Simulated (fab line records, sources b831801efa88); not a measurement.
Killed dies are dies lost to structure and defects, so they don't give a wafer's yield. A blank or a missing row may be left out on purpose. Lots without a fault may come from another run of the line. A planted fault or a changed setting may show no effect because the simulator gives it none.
fab line records | flow sfq_line
record lots=15 wafers=45 last_day=89
route steps=325 shown I4@171
lots that met no fault: from a run of the same line without faults
start_h: hours from the record's first day to the start of the lot's first wafer shown | wait_h: hours since the lot's step before | " the same as in the row above | L1.1+2: a row that stands for several wafers | - no value, or no start given | * or withheld: withheld | < > ~ a bound
route shown NAME@n: a module of which the file shows steps, and the number in the route of the first | usual: mean/standard deviation of fault-free wafers | same: alike in all rows | chamber/n: place in a boat | sites: the reading at each site | _std_site: their standard deviation | _edge_site: outer sites' mean less inner sites' | radius_mm: how far each site lies from the wafer's centre | mask NAME#n: copy n | behind: the tool/chamber that last shaped the wafer | hold: why the lot was held/for how many hours/how that ended | device: the transistor (n, p or np) that didn't switch | end of line: the same wafers' tests at the end of the route | a step without rows: its recipe alone | killed: dies lost to structure and defects at the first sort, not the wafer's yield | map: a wafer's dies, x killed, . not, _ none there
set.NAME: the setting as run; set.NAME@STEP: as run at that earlier step | model.NAME: the simulator's own value behind a step, which no gauge read
steps of the route over a sample of lots; a table a step, a row a wafer
## steps
# step SFQ_TRILAYER_I4_VIA_LITHO_PEB_106
# recipe peb_temp_c=115 peb_time_s=60 resist=KrF
# usual heater_power_total_W=79.15/0.069
# columns lot.wafer tool chamber start_h wait_h heater_power_total_W
L920.1 litho_track-04 0 866.33 1.0 79.12
L920.2 " 0 " " 79.03
L920.6 " 0 " " 79.31
L922.1 litho_track-01 0 1018.08 1.0 79.22
L922.4 " 0 " " 79.18
L922.6 " 0 " " 79.20
L923.1 litho_track-01 0 1019.28 1.0 79.15
L923.5 " 0 " " 79.22
L923.6 " 0 " " 79.16
L924.3 litho_track-04 0 1020.53 0.7 79.14
L924.4 " 0 " " 79.23
L924.6 " 0 " " 79.16
L925.1 litho_track-01 0 1058.25 1.0 79.16
L925.3 " 0 " " 79.18
L925.4 " 0 " " 79.12
L926.1 litho_track-03 0 1206.43 1.0 79.24
L926.2 " 0 " " 79.22
L926.4 " 0 " " 79.13
L927.4 litho_track-04 0 1232.64 0.5 79.23
L927.5 " 0 " " 79.21
L927.6 " 0 " " 79.07
L930.1 litho_track-04 0 1255.36 1.0 85.18
L930.4 " 0 " " 85.20
L930.5 " 0 " " 85.17
L931.2 litho_track-04 0 1263.84 0.8 85.25
L931.4 " 0 " " 85.24
L931.6 " 0 " " 85.19
L932.1 litho_track-04 0 1265.02 1.0 85.20
L932.3 " 0 " " 85.10
L932.4 " 0 " " 85.30
L938.2 litho_track-01 0 1336.94 0.8 79.17
L938.4 " 0 " " 79.15
L938.6 " 0 " " 79.01
L940.1 litho_track-01 0 1357.31 1.0 79.14
L940.2 " 0 " " 79.08
L940.5 " 0 " " 79.23
L941.1 litho_track-04 0 1359.71 1.0 79.18
L941.3 " 0 " " 79.19
L941.6 " 0 " " 79.05
L942.1 litho_track-01 0 1371.26 1.0 79.15
L942.3 " 0 " " 79.06
L942.4 " 0 " " 79.03
L943.2 litho_track-01 0 1374.89 0.8 79.23
L943.4 " 0 " " 79.21
L943.5 " 0 " " 79.03
## key
first_sign step=SFQ_TRILAYER_I4_VIA_LITHO_PEB_106 reading=heater_power_total_W direction=up sigmas=88 usual=79.15 struck=85.20
effect none on later readings
met_at SFQ_TRILAYER_I4_VIA_LITHO_PEB_106
struck_lots L930,L931,L932
onset_between 1232.64 1255.36
fault kind=process_parameter_drift tool=litho_track-04 chamber=- onset_h=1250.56 steps=SFQ_TRILAYER_I4_VIA_LITHO_PEB_106 channel=peb_time_s offset=* shape=step end_h=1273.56 acts_in=* stated=*
